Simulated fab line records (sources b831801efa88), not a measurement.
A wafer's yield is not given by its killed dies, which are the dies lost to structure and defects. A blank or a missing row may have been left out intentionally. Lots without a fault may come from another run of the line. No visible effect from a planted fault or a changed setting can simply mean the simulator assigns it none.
Which tool is to blame? :: flow gf180mcu :: 42 wafers from 14 lots sampled at 4 of the route's 602 steps

== WHAT THE GAUGES SHOWED, per wafer ==
GF_V2_RS_MEAS_24: measures by four-point-probe.
lot: L428
measured: day 20 09:01
on: film metro-04
V2_W_RS (ohm/sq): 0.327 0.329 0.327

lot: L429
measured: day 20 16:32
on: film metro-04
V2_W_RS (ohm/sq): 0.327 0.324 0.328

lot: L430
measured: day 21 02:38
on: film metro-01
V2_W_RS (ohm/sq): 0.331 0.331 0.329

lot: L432
measured: day 22 04:57
on: film metro-04
V2_W_RS (ohm/sq): 0.334 0.328 0.330

lot: L434
measured: day 22 17:27
on: film metro-02
V2_W_RS (ohm/sq): 0.321 0.324 0.324

lot: L439
measured: day 24 12:25
on: film metro-04
V2_W_RS (ohm/sq): 0.327 0.328 0.329

lot: L440
measured: day 24 18:30
on: film metro-01
V2_W_RS (ohm/sq): 0.327 0.333 0.327

lot: L441
measured: day 24 23:35
on: film metro-01
V2_W_RS (ohm/sq): 0.326 0.318 0.321

lot: L442
measured: day 25 10:40
on: film metro-04
V2_W_RS (ohm/sq): 0.327 0.322 0.324

lot: L446
measured: day 27 00:02
on: film metro-02
V2_W_RS (ohm/sq): 0.327 0.327 0.322

lot: L447
measured: day 27 04:45
on: film metro-04
V2_W_RS (ohm/sq): 0.324 0.331 0.328

lot: L448
measured: day 27 07:05
on: film metro-02
V2_W_RS (ohm/sq): 0.327 0.325 0.329

lot: L450
measured: day 27 18:46
on: film metro-02
V2_W_RS (ohm/sq): 0.325 0.330 0.326

lot: L451
measured: day 28 02:38
on: film metro-02
V2_W_RS (ohm/sq): 0.331 0.331 0.333

GF_M3_THK_MEAS_06: measures by xrf.
lot: L428
measured: day 20 09:50
on: film metro-03
M3_ALCU_THK (nm): 446 455 449

lot: L429
measured: day 20 17:21
on: film metro-01
M3_ALCU_THK (nm): 439 441 445

lot: L430
measured: day 21 03:28
on: film metro-01
M3_ALCU_THK (nm): 461 459 452

lot: L432
measured: day 22 05:46
on: film metro-03
M3_ALCU_THK (nm): 460 453 454

lot: L434
measured: day 22 18:16
on: film metro-04
M3_ALCU_THK (nm): 443 447 452

lot: L439
measured: day 24 13:13
on: film metro-03
M3_ALCU_THK (nm): 443 445 444

lot: L440
measured: day 24 19:18
on: film metro-03
M3_ALCU_THK (nm): 448 459 443

lot: L441
measured: day 25 00:23
on: film metro-03
M3_ALCU_THK (nm): 447 455 444

lot: L442
measured: day 25 11:27
on: film metro-03
M3_ALCU_THK (nm): 451 452 439

lot: L446
measured: day 27 00:51
on: film metro-04
M3_ALCU_THK (nm): 439 443 438

lot: L447
measured: day 27 05:34
on: film metro-03
M3_ALCU_THK (nm): 445 447 449

lot: L448
measured: day 27 07:54
on: film metro-04
M3_ALCU_THK (nm): 453 442 449

lot: L450
measured: day 27 19:35
on: film metro-04
M3_ALCU_THK (nm): 443 438 441

lot: L451
measured: day 28 03:28
on: film metro-01
M3_ALCU_THK (nm): 457 458 457

== EACH LOT AND THE TOOL THAT RAN IT (in order: tool; ch and the chambers of the sampled wafers; start) ==
lot: L428
GF_HV_LDD_CLEAN_51: wet bench-01 ch 1, day 12 08:36
GF_V2_CMP_26: cmp-02 ch 0,1,2, day 20 09:14

lot: L429
GF_HV_LDD_CLEAN_51: wet bench-01 ch 0, day 12 19:44
GF_V2_CMP_26: cmp-01 ch 1,3, day 20 16:45

lot: L430
GF_HV_LDD_CLEAN_51: wet bench-02 ch 2, day 13 01:47
GF_V2_CMP_26: cmp-01 ch 0,3, day 21 02:49

lot: L432
GF_HV_LDD_CLEAN_51: wet bench-02 ch 0, day 13 23:56
GF_V2_CMP_26: cmp-02 ch 0,3, day 22 05:08

lot: L434
GF_HV_LDD_CLEAN_51: wet bench-02 ch 0, day 14 12:36
GF_V2_CMP_26: cmp-02 ch 0,1,3, day 22 17:43

lot: L439
GF_HV_LDD_CLEAN_51: wet bench-02 ch 1, day 16 04:50
GF_V2_CMP_26: cmp-01 ch 1,2, day 24 12:33

lot: L440
GF_HV_LDD_CLEAN_51: wet bench-03 ch 0, day 16 12:18
GF_V2_CMP_26: cmp-02 ch 2,3, day 24 18:37

lot: L441
GF_HV_LDD_CLEAN_51: wet bench-02 ch 3, day 16 17:02
GF_V2_CMP_26: cmp-01 ch 1,2, day 24 23:46

lot: L442
GF_HV_LDD_CLEAN_51: wet bench-01 ch 2, day 17 02:29
GF_V2_CMP_26: cmp-02 ch 1,2, day 25 10:47

lot: L446
GF_HV_LDD_CLEAN_51: wet bench-02 ch 2, day 18 21:37
GF_V2_CMP_26: cmp-01 ch 0,1,2, day 27 00:13

lot: L447
GF_HV_LDD_CLEAN_51: wet bench-03 ch 2, day 18 22:27
GF_V2_CMP_26: cmp-01 ch 0,2,3, day 27 05:04

lot: L448
GF_HV_LDD_CLEAN_51: wet bench-01 ch 1, day 19 04:14
GF_V2_CMP_26: cmp-02 ch 0,1,2, day 27 07:15

lot: L450
GF_HV_LDD_CLEAN_51: wet bench-03 ch 0, day 19 22:03
GF_V2_CMP_26: cmp-02 ch 1,3, day 27 18:59

lot: L451
GF_HV_LDD_CLEAN_51: wet bench-02 ch 3, day 20 05:26
GF_V2_CMP_26: cmp-01 ch 0,1,2, day 28 02:52
- GF_HV_LDD_CLEAN_51: cleans in SC1/SC2, time 150 s.
- GF_V2_CMP_26: polishes, stops on SiO2, t overpolish 15 s, target thk 0 nm.

== AS READ BY THE TOOLS THEMSELVES (means over the sampled wafers that have a number; for cases with no such wafer, the mark the record gives instead) ==
GF_HV_LDD_CLEAN_51.
lot: L428
tool: wet bench-01
bath guard temp C (C): 70.1
bath heat duty pct (%): 13.7

lot: L429
tool: wet bench-01
bath guard temp C (C): 69.6
bath heat duty pct (%): 13.1

lot: L430
tool: wet bench-02
bath guard temp C (C): 69.8
bath heat duty pct (%): 17.2

lot: L432
tool: wet bench-02
bath guard temp C (C): 70.0
bath heat duty pct (%): 14.1

lot: L434
tool: wet bench-02
bath guard temp C (C): 70.1
bath heat duty pct (%): 14.9

lot: L439
tool: wet bench-02
bath guard temp C (C): 69.6
bath heat duty pct (%): 14.8

lot: L440
tool: wet bench-03
bath guard temp C (C): -
bath heat duty pct (%): -

lot: L441
tool: wet bench-02
bath guard temp C (C): -
bath heat duty pct (%): -

lot: L442
tool: wet bench-01
bath guard temp C (C): -
bath heat duty pct (%): -

lot: L446
tool: wet bench-02
bath guard temp C (C): 69.9
bath heat duty pct (%): 18.4

lot: L447
tool: wet bench-03
bath guard temp C (C): 70.5
bath heat duty pct (%): 13.3

lot: L448
tool: wet bench-01
bath guard temp C (C): 70.1
bath heat duty pct (%): 13.2

lot: L450
tool: wet bench-03
bath guard temp C (C): 70.5
bath heat duty pct (%): 12.8

lot: L451
tool: wet bench-02
bath guard temp C (C): 69.5
bath heat duty pct (%): 14.3

GF_V2_CMP_26.
lot: L428
tool: cmp-02
motor current A (A): 10.2
overpolish run s (s): 15.005
time to endpoint s (s): 86

lot: L429
tool: cmp-01
motor current A (A): 11.8
overpolish run s (s): 15.005
time to endpoint s (s): 84

lot: L430
tool: cmp-01
motor current A (A): 11.9
overpolish run s (s): 14.993
time to endpoint s (s): 81

lot: L432
tool: cmp-02
motor current A (A): 9.8
overpolish run s (s): 15.007
time to endpoint s (s): 84

lot: L434
tool: cmp-02
motor current A (A): 10.0
overpolish run s (s): 14.999
time to endpoint s (s): 86

lot: L439
tool: cmp-01
motor current A (A): 10.9
overpolish run s (s): 14.998
time to endpoint s (s): 86

lot: L440
tool: cmp-02
motor current A (A): 9.5
overpolish run s (s): 14.998
time to endpoint s (s): 84

lot: L441
tool: cmp-01
motor current A (A): 10.9
overpolish run s (s): 15.005
time to endpoint s (s): 87

lot: L442
tool: cmp-02
motor current A (A): 10.3
overpolish run s (s): 15.004
time to endpoint s (s): 86

lot: L446
tool: cmp-01
motor current A (A): 11.2
overpolish run s (s): 15.002
time to endpoint s (s): 81

lot: L447
tool: cmp-01
motor current A (A): 11.6
overpolish run s (s): 15.004
time to endpoint s (s): 82

lot: L448
tool: cmp-02
motor current A (A): 10.2
overpolish run s (s): 15.006
time to endpoint s (s): 84

lot: L450
tool: cmp-02
motor current A (A): 10.2
overpolish run s (s): 15.013
time to endpoint s (s): 84

lot: L451
tool: cmp-01
motor current A (A): 11.1
overpolish run s (s): 14.996
time to endpoint s (s): 87

== THE ANSWER, worked out from the rows above alone ==
Rule: usual is defined by the lots themselves. Put in order of their means at a reading, lots are off if they are a third of the lots or fewer, leave a main group of 4 or more, and stand apart from it by a gap of 3 or more times the standard deviation of the main group's means; of several such gaps the widest counts. If all means in a main group match to the digits the tables above print for the reading, that group is not used. A lot without any number at a reading at which 4 lots or more have one is off too. The other lots that the step has rows for count as sound. Order of review: gauges by route order, followed by the tools' own readings, for which a lot's mean as printed above is used. The first step at which some lot is off is used, and at that step the reading that is off furthest; a lot without a number counts as furthest.
Off at GF_HV_LDD_CLEAN_51 (bath guard temp C): L440, L441, L442. Without a number there: L440, L441, L442. Main group: mean 70.0 C, sd 0.32.
If a tool, at that step or one of the process steps before it, ran each lot that is off and ran no sound lot following the first of them, it fits. Not one of the candidates tried fits.

== WHAT THE SIMULATOR HAD INSERTED ==
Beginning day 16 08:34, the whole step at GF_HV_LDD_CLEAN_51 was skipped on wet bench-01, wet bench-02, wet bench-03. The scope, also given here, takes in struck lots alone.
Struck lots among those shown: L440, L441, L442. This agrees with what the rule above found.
